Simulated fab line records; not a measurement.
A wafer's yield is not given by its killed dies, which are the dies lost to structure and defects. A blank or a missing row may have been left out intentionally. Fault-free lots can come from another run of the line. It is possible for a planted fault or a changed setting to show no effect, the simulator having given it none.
fab line records	flow sfqLine
[record] lots = 5	wafers = 15	lastDay = 92
route steps=325 shown I1@77 M2@88 I2@103 M3@118 M8@325
lots that met no fault: from a run of the same line without faults
startH: the number of hours between the record's first day and the start of the first shown wafer of the lot	waitH: hours from the lot's prior step to this one	" repeats the value in the row above	L1.1+2: a single row standing in for several wafers	- no value, or no start given	* or withheld: withheld	< > ~ a bound
route shown NAME@n: names a module that has steps shown in the file, with the first one's number in the route	usual: mean/standard deviation of fault-free wafers	same: alike in all rows	chamber/n: place in a boat	sites: per-site readings	_std_site: standard deviation of those values	_edge_site: outer sites' mean less inner sites'	radiusMm: for every site, how far away it sits from the centre of the wafer	mask NAME#n: copy n	behind: tool/chamber where the wafer was last shaped	hold: what put the lot on hold/how long, in hours/how the hold closed	device: transistor that didn't switch, given as n, p or np	end of line: at the end of the route, the tests of the same wafers	for a step that has no rows: nothing shown but its recipe	killed: the dies lost at the first sort to structure and to defects; this is not the yield of the wafer	map: a wafer's dies, x killed, . not, _ none there
set.NAME: the setting as run; set.NAME@STEP: as run at that earlier step	model.NAME: the simulator's own value behind a step, which no gauge read
lots seen at some steps along the route; tables by step, rows by wafer
services: the hour from which a tool's chamber was out of use, counted from the record's first day as startH (under 0 if before that day), plus the number of hours and why
[[steps]]
[step SFQ_TRILAYER_I1_VIA_LITHO_COAT_054]
[recipe] resist = BARC	spinRpm = 3000	resistThkNm = 62
[step SFQ_TRILAYER_I1_VIA_LITHO_COAT_049]
[recipe] resist = KrF	spinRpm = 3000	resistThkNm = 650
[step SFQ_TRILAYER_I1_VIA_LITHO_SOFTBAKE_053]
[recipe] tempC = withheld	timeS = withheld	resist = KrF
[step SFQ_TRILAYER_I1_VIA_LITHO_EXPOSE_050]
[recipe] maskId = I1	na = 0.6	sourceShape = conventional	sigmaOuter = 0.65	targetCdNm = 500	doseMj = 21.3
[step SFQ_TRILAYER_I1_VIA_LITHO_PEB_052]
[recipe] pebTempC = 115	pebTimeS = 60	resist = KrF
[step SFQ_TRILAYER_I1_VIA_LITHO_DEVELOP_051]
[recipe] timeS = 60	resist = KrF
[step SFQ_I1_OVL_MEAS_913]
[usual] I1_OVL = 3/5.3
lot.wafer	tool	chamber	startH	waitH	I1_OVL[nm]
L180.3	overlay-01	-	605.65	0.1	11
L180.4	"	-	"	"	2
L180.6	"	-	"	"	-2
L187.1	overlay-01	-	686.41	0.1	-1
L187.4	"	-	"	"	5
L187.6	"	-	"	"	3
L188.2	overlay-01	-	694.81	0.1	8
L188.5	"	-	"	"	7
L188.6	"	-	"	"	14
L191.1	overlay-02	-	726.68	0.1	-1
L191.4	"	-	"	"	-2
L191.6	"	-	"	"	-2
L200.3	overlay-01	-	962.36	0.1	10
L200.4	"	-	"	"	8
L200.5	"	-	"	"	5
[step SFQ_TRILAYER_I1_VIA_BARC_OPEN_VIA_ETCH_071]
[recipe] maskMaterial = PR	chemistry = O2	targetDepthNm = 125	target = BARC	sourceW = 500	biasW = 80	pressureMtorr = 30	timeS = 41.7
[step SFQ_TRILAYER_I1_VIA_ETCH_VIA_ETCH_052]
[recipe] target = SiO2	stopOn = Nb	maskMaterial = PR	taperDeg = 20	chemistry = CHF3	targetDepthNm = 260	sourceW = 500	biasW = 80	pressureMtorr = 30	timeS = withheld
[step SFQ_TRILAYER_I1_VIA_STRIP_STRIP_053]
[recipe] gas = O2	powerW = 200	platenTempC = 40	overashFraction = 0.65	chemistry = O2	pressureMtorr = 50
[step SFQ_TRILAYER_I1_VIA_STRIP_SOLV_CLEAN_054]
[recipe] chemistry = NMP	tempC = 70	timeS = 600
[step SFQ_TRILAYER_M2_DEP_PRE_CLEAN_056]
[recipe] gas = Ar	timeS = 22.5	biasV = 250
[step SFQ_TRILAYER_M2_DEP_SPUTTER_055]
[recipe] material = Nb	basePressurePa = 1.33e-06	chamberPressurePa = 0.1333	substrateTempC = 20	resputterCathodeVoltageV = 400	targetThkNm = 200	powerW = 2000	timeS = 133.3
[usual] throttleValvePct = 29.9/1
lot.wafer	tool	chamber	startH	waitH	throttleValvePct	model.Nb_of_TRILAYER_M2_DEP_SPUTTER_055.thkNm
L180.3	pvdSputter-04	-	606.63	0.0	30.4	197.8
L180.4	"	-	"	"	29.9	200.5
L180.6	"	-	"	"	30.0	199.7
L187.1	pvdSputter-06	-	687.40	0.0	31.4	200.2
L187.4	"	-	"	"	31.4	217.5
L187.6	"	-	"	"	30.2	215.4
L188.2	pvdSputter-03	-	695.80	0.0	29.7	200.7
L188.5	"	-	"	"	30.5	198.8
L188.6	"	-	"	"	28.0	198.7
L191.1	pvdSputter-03	-	727.67	0.0	29.9	198.3
L191.4	"	-	"	"	28.0	196.7
L191.6	"	-	"	"	29.8	198.8
L200.3	pvdSputter-06	-	963.34	0.0	29.5	203.1
L200.4	"	-	"	"	31.4	201.3
L200.5	"	-	"	"	31.4	202.1
[step SFQ_M2_RS_MEAS_914]
[recipe] thkMeasGauge = four-point-probe	reads = Nb_of_TRILAYER_M2_DEP_SPUTTER_055
[usual] M2_NB_RS = 0.893/0.0095
lot.wafer	tool	chamber	startH	waitH	M2_NB_RS[ohm/sq]
L180.3	filmMetro-03	-	606.76	0.1	0.901
L180.4	"	-	"	"	0.888
L180.6	"	-	"	"	0.893
L187.1	filmMetro-03	-	687.49	0.0	0.889
L187.4	"	-	"	"	0.817
L187.6	"	-	"	"	0.827
L188.2	filmMetro-04	-	695.91	0.1	0.887
L188.5	"	-	"	"	0.897
L188.6	"	-	"	"	0.897
L191.1	filmMetro-03	-	727.76	0.0	0.898
L191.4	"	-	"	"	0.906
L191.6	"	-	"	"	0.897
L200.3	filmMetro-03	-	963.47	0.1	0.876
L200.4	"	-	"	"	0.883
L200.5	"	-	"	"	0.881
[step SFQ_TRILAYER_M2_LITHO_COAT_062]
[recipe] resist = BARC	spinRpm = 3000	resistThkNm = 62
[step SFQ_TRILAYER_M2_LITHO_COAT_057]
[recipe] resist = KrF	spinRpm = 3000	resistThkNm = 600
[step SFQ_TRILAYER_M2_LITHO_SOFTBAKE_061]
[recipe] tempC = withheld	timeS = withheld	resist = KrF
[step SFQ_TRILAYER_M2_LITHO_EXPOSE_058]
[recipe] maskId = M2	na = 0.6	sourceShape = conventional	sigmaOuter = 0.65	targetCdNm = 500	doseMj = 14.4
[step SFQ_TRILAYER_M2_LITHO_PEB_060]
[recipe] pebTempC = 115	pebTimeS = 60	resist = KrF
[step SFQ_TRILAYER_M2_LITHO_DEVELOP_059]
[recipe] timeS = 60	resist = KrF
[step SFQ_M2_OVL_MEAS_916]
[usual] M2_OVL = 0/4.9
lot.wafer	tool	chamber	startH	waitH	M2_OVL[nm]
L180.3	overlay-02	-	760.29	0.1	-1
L180.4	"	-	"	"	7
L180.6	"	-	"	"	4
L187.1	overlay-02	-	849.45	0.1	-2
L187.4	"	-	"	"	5
L187.6	"	-	"	"	3
L188.2	overlay-01	-	855.46	0.1	4
L188.5	"	-	"	"	8
L188.6	"	-	"	"	7
L191.1	overlay-01	-	891.15	0.1	1
L191.4	"	-	"	"	1
L191.6	"	-	"	"	3
L200.3	overlay-01	-	1109.26	0.1	-5
L200.4	"	-	"	"	-4
L200.5	"	-	"	"	-4
[step SFQ_TRILAYER_M2_BARC_OPEN_METAL_ETCH_077]
[recipe] maskMaterial = PR	chemistry = O2	targetDepthNm = 125	target = BARC	icpW = 600	biasW = 80	pressureMtorr = 10	timeS = 41.7
[usual] drypumpMotorCurrentA = 5.7/0.41	heBacksideLeakSccm = 3.4/0.34	oesProductAu = 0.685/0.0045
lot.wafer	tool	chamber	startH	waitH	drypumpMotorCurrentA	heBacksideLeakSccm	oesProductAu	rfHoursCounterH
L180.3	rieMetal-01	0	760.33	0.0	5.3	3.2	0.678	-
L180.4	"	1	"	"	6.0	3.3	0.685	-
L180.6	"	0	"	"	5.3	3.2	0.678	-
L187.1	rieMetal-03	0	849.49	0.0	5.9	3.7	0.684	136
L187.4	"	1	"	"	5.2	3.4	0.685	-
L187.6	"	1	"	"	5.2	3.3	0.693	-
L188.2	rieMetal-01	1	855.49	0.0	6.0	3.3	0.693	84
L188.5	"	1	"	"	6.0	3.1	0.691	-
L188.6	"	0	"	"	5.2	2.9	0.676	-
L191.1	rieMetal-02	0	891.19	0.0	5.5	3.4	0.686	23
L191.4	"	1	"	"	6.3	3.3	0.687	-
L191.6	"	1	"	"	6.3	3.3	0.684	-
L200.3	rieMetal-01	0	1109.31	0.0	5.3	3.3	0.684	-
L200.4	"	1	"	"	6.0	3.5	0.677	-
L200.5	"	1	"	"	6.0	3.2	0.685	-
[step SFQ_TRILAYER_M2_ETCH_METAL_ETCH_060]
[recipe] target = Nb	stopOn = SiO2	maskMaterial = PR	chemistry = Cl2/Ar	targetDepthNm = 240	icpW = 600	biasW = 80	pressureMtorr = 10	timeS = 120
[usual] drypumpMotorCurrentA = 5.7/0.41	heBacksideLeakSccm = 3.37/0.2	oesProductAu = 0.894/0.0071
lot.wafer	tool	chamber	startH	waitH	drypumpMotorCurrentA	heBacksideLeakSccm	oesProductAu	rfHoursCounterH
L180.3	rieMetal-01	0	760.42	0.1	5.3	3.13	0.890	-
L180.4	"	1	"	"	6.0	3.29	0.898	-
L180.6	"	0	"	"	5.3	3.39	0.894	-
L187.1	rieMetal-03	0	849.55	0.0	5.9	3.76	0.899	136
L187.4	"	1	"	"	5.2	3.28	0.943	-
L187.6	"	1	"	"	5.2	3.22	0.933	-
L188.2	rieMetal-01	1	855.55	0.0	6.0	3.63	0.897	84
L188.5	"	1	"	"	6.0	3.16	0.884	-
L188.6	"	0	"	"	5.3	3.23	0.898	-
L191.1	rieMetal-02	0	891.25	0.0	5.5	3.64	0.891	23
L191.4	"	1	"	"	6.3	3.14	0.894	-
L191.6	"	1	"	"	6.3	2.99	0.894	-
L200.3	rieMetal-01	0	1109.39	0.1	5.3	3.24	0.901	-
L200.4	"	1	"	"	6.0	3.46	0.905	-
L200.5	"	1	"	"	6.0	3.47	0.902	-
[step SFQ_TRILAYER_M2_STRIP_STRIP_061]
[recipe] gas = O2	powerW = 200	platenTempC = 40	overashFraction = 0.65	chemistry = O2	pressureMtorr = 50
[step SFQ_TRILAYER_M2_STRIP_SOLV_CLEAN_062]
[recipe] chemistry = NMP	tempC = 70	timeS = 600
[step SFQ_TRILAYER_I2_DEP_PECVD_063]
[recipe] material = SiO2	tempC = 150	timeS = 111.11	pressureTorr = 2.4	rfW = 183.3	precursor = SiH4/N2O	targetThkNm = 500
[step SFQ_TRILAYER_I2_CMP_CMP_064]
[recipe] material = SiO2	downForcePsi = 3	platenRpm = 60	padVelocityMS = 0.94248
[usual] motorCurrentA = 10.2/0.62	timeToEndpointS = 207/8.2
lot.wafer	tool	chamber	startH	waitH	motorCurrentA	timeToEndpointS
L180.4	cmp-02	0	764.95	3.6	10.8	201
L180.3	"	3	766.45	5.1	11.1	204
L180.6	"	1	767.45	6.1	9.8	197
L187.4	cmp-01	3	862.70	12.2	9.3	213
L187.1	"	0	"	"	10.7	207
L187.6	"	0	865.20	14.7	10.0	218
L188.2	cmp-02	1	869.14	12.6	9.6	200
L188.6	"	2	"	"	10.2	202
L188.5	"	3	"	"	10.7	221
L191.1	cmp-01	3	909.37	17.2	9.9	205
L191.4	"	0	"	"	9.8	221
L191.6	"	3	911.37	19.1	9.3	214
L200.3	cmp-01	0	1110.82	0.5	10.6	214
L200.4	"	1	"	"	9.9	219
L200.5	"	0	1112.82	2.5	10.1	212
[step SFQ_I2_BOW_MEAS_917]
[recipe] mode = bow
[usual] I2_BOW = 3/7.4
lot.wafer	tool	chamber	startH	waitH	I2_BOW[um]
L180.3	filmMetro-01	-	767.99	1.0	19
L180.4	"	-	"	"	-10
L180.6	"	-	"	"	7
L187.1	filmMetro-04	-	865.70	2.0	-3
L187.4	"	-	"	"	-3
L187.6	"	-	"	"	-13
L188.2	filmMetro-01	-	870.66	1.0	7
L188.5	"	-	"	"	3
L188.6	"	-	"	"	13
L191.1	filmMetro-04	-	912.37	2.5	-5
L191.4	"	-	"	"	-10
L191.6	"	-	"	"	-9
L200.3	filmMetro-02	-	1113.36	2.0	6
L200.4	"	-	"	"	14
L200.5	"	-	"	"	8
[step SFQ_TRILAYER_I2_METRO_MEASURE_065]
[usual] thkNm = 199.3/1.2
lot.wafer	tool	chamber	startH	waitH	thkNm
L180.3	filmMetro-01	-	768.47	0.5	200.0
L180.4	"	-	"	"	199.9
L180.6	"	-	"	"	197.5
L187.1	filmMetro-04	-	865.82	0.1	199.6
L187.4	"	-	"	"	199.7
L187.6	"	-	"	"	199.5
L188.2	filmMetro-01	-	870.96	0.3	199.3
L188.5	"	-	"	"	200.3
L188.6	"	-	"	"	199.2
L191.1	filmMetro-04	-	912.49	0.1	200.5
L191.4	"	-	"	"	199.9
L191.6	"	-	"	"	200.3
L200.3	filmMetro-02	-	1113.84	0.5	199.2
L200.4	"	-	"	"	197.8
L200.5	"	-	"	"	198.7
[step SFQ_TRILAYER_I2_VIA_LITHO_COAT_072]
[recipe] resist = BARC	spinRpm = 3000	resistThkNm = 62
[step SFQ_TRILAYER_I2_VIA_LITHO_COAT_067]
[recipe] resist = KrF	spinRpm = 3000	resistThkNm = 650
[step SFQ_TRILAYER_I2_VIA_LITHO_SOFTBAKE_071]
[recipe] tempC = withheld	timeS = withheld	resist = KrF
[step SFQ_TRILAYER_I2_VIA_LITHO_EXPOSE_068]
[recipe] maskId = I2	na = 0.6	sourceShape = conventional	sigmaOuter = 0.65	targetCdNm = 500	doseMj = 21.3
[step SFQ_TRILAYER_I2_VIA_LITHO_PEB_070]
[recipe] pebTempC = 115	pebTimeS = 60	resist = KrF
[step SFQ_TRILAYER_I2_VIA_LITHO_DEVELOP_069]
[recipe] timeS = 60	resist = KrF
[step SFQ_I2_OVL_MEAS_918]
[usual] I2_OVL = 2/6.2
lot.wafer	tool	chamber	startH	waitH	I2_OVL[nm]
L180.3	overlay-02	-	927.56	0.1	2
L180.4	"	-	"	"	-6
L180.6	"	-	"	"	-3
L187.1	overlay-02	-	1007.12	0.1	-5
L187.4	"	-	"	"	1
L187.6	"	-	"	"	0
L188.2	overlay-01	-	1011.93	0.1	6
L188.5	"	-	"	"	4
L188.6	"	-	"	"	7
L191.1	overlay-01	-	1047.92	0.1	9
L191.4	"	-	"	"	-1
L191.6	"	-	"	"	4
L200.3	overlay-01	-	1252.93	0.1	0
L200.4	"	-	"	"	-6
L200.5	"	-	"	"	-1
[step SFQ_TRILAYER_I2_VIA_BARC_OPEN_VIA_ETCH_096]
[recipe] maskMaterial = PR	chemistry = O2	targetDepthNm = 125	target = BARC	sourceW = 500	biasW = 80	pressureMtorr = 30	timeS = 41.7
[usual] drypumpMotorCurrentA = 5.5/0.34	oesProductAu = 0.685/0.0047
lot.wafer	tool	chamber	startH	waitH	drypumpMotorCurrentA	oesProductAu	rfHoursCounterH
L180.3	rieDiel-04	3	927.59	0.0	5.7	0.692	8
L180.4	"	1	"	"	5.2	0.689	9
L180.6	"	3	"	"	5.6	0.681	-
L187.1	rieDiel-03	0	1007.16	0.0	5.3	0.687	3
L187.4	"	1	"	"	4.8	0.677	12
L187.6	"	0	"	"	5.3	0.679	-
L188.2	rieDiel-03	0	1011.96	0.0	5.3	0.688	3
L188.5	"	1	"	"	4.8	0.680	-
L188.6	"	2	"	"	5.1	0.689	-
L191.1	rieDiel-04	3	1047.96	0.0	5.7	0.687	11
L191.4	"	0	"	"	5.8	0.680	9
L191.6	"	1	"	"	5.2	0.691	-
L200.3	rieDiel-04	0	1252.96	0.0	5.8	0.679	11
L200.4	"	3	"	"	5.6	0.683	-
L200.5	"	2	"	"	5.5	0.680	-
[step SFQ_TRILAYER_I2_VIA_ETCH_VIA_ETCH_070]
[recipe] target = SiO2	stopOn = Nb	maskMaterial = PR	taperDeg = 20	chemistry = CHF3	targetDepthNm = 260	sourceW = 500	biasW = 80	pressureMtorr = 30	timeS = withheld
[step SFQ_TRILAYER_I2_VIA_STRIP_STRIP_071]
[recipe] gas = O2	powerW = 200	platenTempC = 40	overashFraction = 0.65	chemistry = O2	pressureMtorr = 50
[usual] drypumpMotorCurrentA = 5.7/0.39	heBacksideLeakSccm = 3.4/0.41	oesProductAu = 0.994/0.0083
lot.wafer	tool	chamber	startH	waitH	drypumpMotorCurrentA	heBacksideLeakSccm	oesProductAu	rfHoursCounterH
L180.3	rieMetal-02	1	927.94	-	6.3	3.1	1.004	-
L180.4	"	0	"	"	5.5	3.4	0.991	-
L180.6	"	0	"	"	5.6	3.4	0.995	-
L187.1	rieMetal-04	0	1007.31	-	5.4	3.3	0.997	51
L187.4	"	0	"	"	5.4	3.3	1.007	-
L187.6	"	0	"	"	5.4	3.4	0.994	-
L188.2	rieMetal-02	1	1012.11	-	6.3	3.2	0.994	59
L188.5	"	1	"	"	6.3	3.2	1.010	-
L188.6	"	0	"	"	5.5	3.6	0.986	-
L191.1	rieMetal-02	0	1048.11	-	5.6	3.4	0.987	38
L191.4	"	0	"	"	5.6	3.4	0.989	-
L191.6	"	1	"	"	6.3	3.3	0.994	-
L200.3	rieMetal-02	0	1253.31	-	5.5	3.6	0.992	-
L200.4	"	1	"	"	6.3	3.3	1.003	-
L200.5	"	1	"	"	6.3	3.3	0.992	-
[step SFQ_TRILAYER_I2_VIA_STRIP_SOLV_CLEAN_072]
[recipe] chemistry = NMP	tempC = 70	timeS = 600
[step SFQ_TRILAYER_M3_DEP_PRE_CLEAN_074]
[recipe] gas = Ar	timeS = 22.5	biasV = 250
[step SFQ_M8_BOW_MEAS_951]
[recipe] mode = bow
[usual] M8_BOW = 8/8.1
lot.wafer	tool	chamber	startH	waitH	M8_BOW[um]	model.etest.m2.ohmUm	model.etest.i1.linkOhm	model.etest.i2.linkOhm	model.etest.m2.ohmSq
L180.3	filmMetro-01	-	1944.71	0.0	28	1.802	1.98	1.98	0.9012
L180.4	"	-	"	"	0	1.784	1.976	1.971	0.8888
L180.6	"	-	"	"	17	1.791	1.962	1.984	0.8923
L187.1	filmMetro-01	-	2121.99	0.0	5	1.78	1.981	1.949	0.8903
L187.4	"	-	"	"	5	1.633	1.876	1.893	0.8192
L187.6	"	-	"	"	-5	1.655	1.896	1.902	0.8274
L188.2	filmMetro-04	-	2179.61	0.0	1	1.785	1.962	1.968	0.8878
L188.5	"	-	"	"	-4	1.802	1.977	1.98	0.8963
L188.6	"	-	"	"	6	1.795	1.967	1.965	0.8971
L191.1	filmMetro-04	-	2193.09	0.0	8	1.784	1.962	1.97	0.8988
L191.4	"	-	"	"	2	1.816	1.994	1.992	0.9059
L191.6	"	-	"	"	4	1.791	1.969	1.992	0.8965
L200.3	filmMetro-04	-	2213.65	0.0	12	1.763	1.945	1.963	0.8775
L200.4	"	-	"	"	19	1.781	1.947	1.96	0.8851
L200.5	"	-	"	"	13	1.773	1.94	1.978	0.8817
[[services]]
tool	chamber	startH	hours	kind
cmp-01	-	605.47	0.3	repair
rieMetal-02	-	635.69	0.6	repair
rieDiel-04	1	664.61	4.5	repair
cmp-01	-	679.97	1.9	repair
rieDiel-04	-	682.44	0.2	repair
rieDiel-04	0	735.01	15.6	repair
rieDiel-04	1	736.22	6.3	repair
cmp-01	-	759.55	15.4	pm
rieMetal-02	-	783.36	0.5	repair
cmp-01	-	789.93	1.9	repair
rieDiel-04	1	800.35	4.6	repair
cmp-01	-	845.14	10.1	pm
cmp-01	-	855.23	4.5	pm
rieMetal-01	-	883.20	14.6	pm
rieDiel-04	-	902.56	0.2	repair
rieDiel-04	0	910.24	3.3	repair
cmp-01	-	915.37	4.0	pm
rieMetal-02	0	978.11	22.8	repair
rieMetal-02	-	1036.35	2.0	repair
rieMetal-01	-	1036.86	0.3	repair
rieMetal-01	-	1037.41	2.8	pm
rieMetal-01	1	1085.12	9.8	repair
rieMetal-02	1	1188.84	15.4	repair
rieMetal-01	-	1222.14	0.3	repair
[[key]]
[firstSign] step = SFQ_M2_RS_MEAS_914	reading = M2_NB_RS	direction = down	sigmas = 7.5	usual = 0.893	struck = 0.822
[effect] step = SFQ_TRILAYER_M2_ETCH_METAL_ETCH_060	reading = oesProductAu	direction = up	sigmas = 6.3	usual = 0.894	struck = 0.938
[modelEffect] step = SFQ_TRILAYER_M2_DEP_SPUTTER_055	value = Nb_of_TRILAYER_M2_DEP_SPUTTER_055.thkNm	without = 197.7	struck = 216.5
[modelEffect] step = SFQ_M8_BOW_MEAS_951	value = etest.m2.ohmUm	without = 1.801	struck = 1.644
metAt SFQ_TRILAYER_M2_DEP_SPUTTER_055
struckWafers L187.4,L187.6
[fault] kind = processParameterDrift	tool = pvdSputter-06	chamber = -	onsetH = 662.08	steps = SFQ_TRILAYER_M2_DEP_SPUTTER_055	channel = targetThkNm	offset = 18.767	shape = step	endH = 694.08	scope = struckWafersOnly	actsIn = theseRecipesOnly	stated = 200
